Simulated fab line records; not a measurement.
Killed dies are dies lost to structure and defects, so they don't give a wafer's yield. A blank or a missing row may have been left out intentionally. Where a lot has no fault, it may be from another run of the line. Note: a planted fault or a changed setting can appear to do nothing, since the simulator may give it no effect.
Which tool did it? -- flow sky130 -- 12 lots with 36 wafers sampled at 4 steps, on a route of 708 steps

## WHAT EACH GAUGE READ, for each wafer
SKY_VIA1_THK_MEAS_23: measures by xrf.
lot,measured,on,VIA1_W_THK (nm)
L631,day 34 09:25,film-metro-04,270 269 270
L632,day 34 14:20,film-metro-02,272 278 278
L633,day 34 19:05,film-metro-02,277 272 277
L635,day 35 14:01,film-metro-04,274 270 269
L637,day 36 19:03,film-metro-04,268 268 273
L638,day 36 19:37,film-metro-02,279 275 277
L640,day 37 08:29,film-metro-02,274 278 272
L642,day 38 11:21,film-metro-04,272 278 266
L643,day 38 15:01,film-metro-02,277 273 275
L645,day 39 05:40,film-metro-01,271 272 275
L647,day 39 04:14,film-metro-02,275 278 277
L652,day 40 17:58,film-metro-01,273 273 269

## WHICH TOOL RAN EACH LOT (tool, then ch and the chambers of the sampled wafers, then the start)
lot,SKY_NWELL_SOFTBAKE_06,SKY_NWELL_STRIP_14,SKY_LOCAL_INTERCONNECT_METAL_ETCH_14
L631,"litho-track-02 ch 0, day 4 17:08","plasma-asher-03 ch 0,1, day 5 01:50","rie-metal-04 ch 0,1, day 30 18:07"
L632,"litho-track-01 ch 0, day 4 20:20","plasma-asher-03 ch 0,1, day 5 05:06","rie-metal-03 ch 0, day 30 21:47"
L633,"litho-track-01 ch 0, day 5 00:43","plasma-asher-03 ch 0,1, day 5 09:22","rie-metal-02 ch 0,1, day 31 01:50"
L635,"litho-track-01 ch 0, day 5 10:26","plasma-asher-04 ch 0,1, day 5 20:54","rie-metal-03 ch 0,1, day 31 22:13"
L637,"litho-track-03 ch 0, day 6 10:34","plasma-asher-02 ch 0,1, day 6 20:10","rie-metal-02 ch 0,1, day 33 06:02"
L638,"litho-track-03 ch 0, day 6 11:13","plasma-asher-02 ch 0, day 6 21:07","rie-metal-04 ch 1, day 33 06:41"
L640,"litho-track-03 ch 0, day 6 20:30","plasma-asher-02 ch 0,1, day 7 07:20","rie-metal-04 ch 0,1, day 33 19:57"
L642,"litho-track-01 ch 0, day 7 19:05","plasma-asher-03 ch 0,1, day 8 06:06","rie-metal-04 ch 0, day 34 23:58"
L643,"litho-track-01 ch 0, day 7 20:41","plasma-asher-03 ch 0, day 8 08:01","rie-metal-03 ch 1, day 35 04:11"
L645,"litho-track-01 ch 0, day 8 07:35","plasma-asher-04 ch 0,1, day 8 18:10","rie-metal-04 ch 0,1, day 35 19:05"
L647,"litho-track-01 ch 0, day 8 10:35","plasma-asher-02 ch 1, day 8 21:28","rie-metal-02 ch 0, day 35 17:14"
L652,"litho-track-03 ch 0, day 9 17:02","plasma-asher-03 ch 0,1, day 10 05:33","rie-metal-03 ch 0,1, day 37 09:27"
- SKY_NWELL_SOFTBAKE_06
- SKY_NWELL_STRIP_14: strips in O2/N2.
- SKY_LOCAL_INTERCONNECT_METAL_ETCH_14: etches TiN in Cl2/BCl3, stops on PSG, target depth 110 nm, time 31.4 s.

## WHAT THE TOOLS THEMSELVES READ (means of the sampled wafers that have a number; where no wafer has one, the mark that the record gives instead)
SKY_NWELL_SOFTBAKE_06.
lot,tool,heater-power-total-W (W),plate-temp-C (C)
L631,litho-track-02,65.31,110.06
L632,litho-track-01,65.40,109.81
L633,litho-track-01,65.30,109.81
L635,litho-track-01,65.35,110.05
L637,litho-track-03,65.23,109.80
L638,litho-track-03,65.39,109.86
L640,litho-track-03,65.31,109.87
L642,litho-track-01,65.30,109.86
L643,litho-track-01,70.67,116.49
L645,litho-track-01,70.53,116.39
L647,litho-track-01,70.48,116.57
L652,litho-track-03,65.30,110.18

SKY_NWELL_STRIP_14.
lot,tool,drypump-motor-current-A (A),oes-product-au (a.u.),strip-time-to-endpoint-s (s)
L631,plasma-asher-03,6.2,0.722,36.83
L632,plasma-asher-03,6.3,0.720,36.86
L633,plasma-asher-03,6.1,0.723,36.83
L635,plasma-asher-04,5.7,0.724,36.92
L637,plasma-asher-02,5.7,0.719,36.97
L638,plasma-asher-02,5.8,0.721,37.04
L640,plasma-asher-02,5.7,0.721,36.93
L642,plasma-asher-03,6.1,0.722,37.11
L643,plasma-asher-03,6.4,0.719,36.31
L645,plasma-asher-04,5.5,0.727,36.38
L647,plasma-asher-02,5.6,0.721,36.28
L652,plasma-asher-03,6.3,0.724,36.77

SKY_LOCAL_INTERCONNECT_METAL_ETCH_14.
lot,tool,drypump-motor-current-A (A),oes-product-au (a.u.),rf-fwd-power-W (W),throttle-valve-pct (%)
L631,rie-metal-04,5.8,0.937,891,21.909
L632,rie-metal-03,5.7,0.937,889,21.908
L633,rie-metal-02,6.4,0.944,887,21.886
L635,rie-metal-03,5.6,0.930,894,21.903
L637,rie-metal-02,6.4,0.934,886,21.901
L638,rie-metal-04,6.0,0.946,892,21.896
L640,rie-metal-04,5.8,0.946,889,21.900
L642,rie-metal-04,5.3,0.938,882,21.916
L643,rie-metal-03,5.6,0.945,892,21.902
L645,rie-metal-04,5.5,0.936,888,21.905
L647,rie-metal-02,6.3,0.945,888,21.894
L652,rie-metal-03,5.6,0.932,895,21.897

## THE ANSWER, worked out from the rows above alone
Rule: the usual values come from the lots themselves. The widest of any qualifying gaps counts: lots, ordered by their means at a reading, are off when they make up no more than a third of the lots, leave a main group of 4 or more, and stand apart from it by 3 or more times the standard deviation of that group's means. Not used: any main group whose means are identical at the precision the tables above print for the reading. Also off: a lot with no number at a reading for which 4 or more lots have one. Any other lot the step has rows for is counted as sound. First the gauges in route order, then the tools' own readings, where a lot's mean is used as printed above. The first step at which some lot is off is used, and at that step the reading that is off furthest; a lot without a number counts as furthest.
Off: L643, L645, L647, at SKY_NWELL_SOFTBAKE_06 (heater-power-total-W). Mean 65.32 W and standard deviation 0.049 in the main group.
If a tool, at that step or one of the process steps before it, ran each lot that is off and ran no sound lot following the first of them, it fits. One fits: litho-track-01 at SKY_NWELL_SOFTBAKE_06. Its last sound lot is L642 (day 7 19:05), its first lot that is off L643 (day 7 20:41): a fault that began between those two fits.
The tool's own readings at SKY_NWELL_SOFTBAKE_06 bear it out: on the lots that are off they differ by more than 5 times the standard deviation of the sound lots' means. heater-power-total-W reads 70.56 W there against 65.32 W on the sound lots; plate-temp-C reads 116.48 C there against 109.92 C on the sound lots.

## WHAT HAD BEEN PUT IN BY THE SIMULATOR
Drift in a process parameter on litho-track-01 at SKY_NWELL_SOFTBAKE_06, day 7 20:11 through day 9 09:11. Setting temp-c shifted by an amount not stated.
Shown lots that were struck: L643, L647, L645. The rule above found the same.
